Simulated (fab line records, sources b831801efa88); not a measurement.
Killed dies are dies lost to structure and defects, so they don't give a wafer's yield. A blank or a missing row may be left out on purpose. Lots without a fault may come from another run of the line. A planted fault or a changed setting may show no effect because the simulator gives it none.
Chamber matching | flow sky130 | SKY_VIA2_CMP_02 on cmp-01: 4 sister chambers
The step polishes SiO2. 4 wafers are shown with their chamber, then 12 later ones without.

WAFERS WITH THEIR CHAMBER
wafer  | chamber | motor_current_A (A)
L091.1 | 2       | 13.3
L091.4 | 1       | 13.2
L093.3 | 3       | 11.2
L093.5 | 0       | 11.5

WAFERS WITHOUT THEIR CHAMBER
wafer  | motor_current_A (A)
L092.1 | 11.1
L092.3 | 11.3
L092.4 | 13.0
L094.1 | 13.0
L094.2 | 11.4
L094.6 | 10.7
L096.1 | 12.4
L096.2 | 13.3
L096.3 | 10.8
L097.1 | 12.5
L097.2 | 11.0
L097.5 | 10.4

WHICH CHAMBER EACH WENT THROUGH
wafer  | from the rows above               | in truth
L092.1 | can't be placed: 3 or 0           | 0
L092.3 | can't be placed: 3 or 0           | 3
L092.4 | can't be placed: 1 or 2           | 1
L094.1 | can't be placed: 1 or 2           | 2
L094.2 | can't be placed: 0 or 3           | 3
L094.6 | can't be placed: 3 or 0           | 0
L096.1 | can't be placed: 1 or 0 or 2 or 3 | 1
L096.2 | can't be placed: 2 or 1           | 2
L096.3 | can't be placed: 3 or 0           | 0
L097.1 | can't be placed: 1 or 2 or 0 or 3 | 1
L097.2 | can't be placed: 3 or 0           | 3
L097.5 | can't be placed: 3 or 0           | 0
Placed correctly: 0 of 12. Can't be placed from these rows: 12 (the true chamber is among the candidates in 12). Placed wrongly: 0.
How it was worked out, from the rows above alone: a wafer's distance from a chamber is the root of the sum, over the readings, of the square of ((its reading less the chamber's mean) divided by the reading's scatter). The wafer belongs to the nearest chamber; if the next one is less than 2 further off, it can't be placed. A chamber's mean is the mean of its shown wafers. The scatter: with one shown wafer a chamber, the root of the mean of the squares of how far each hidden wafer lies from its nearest shown one.
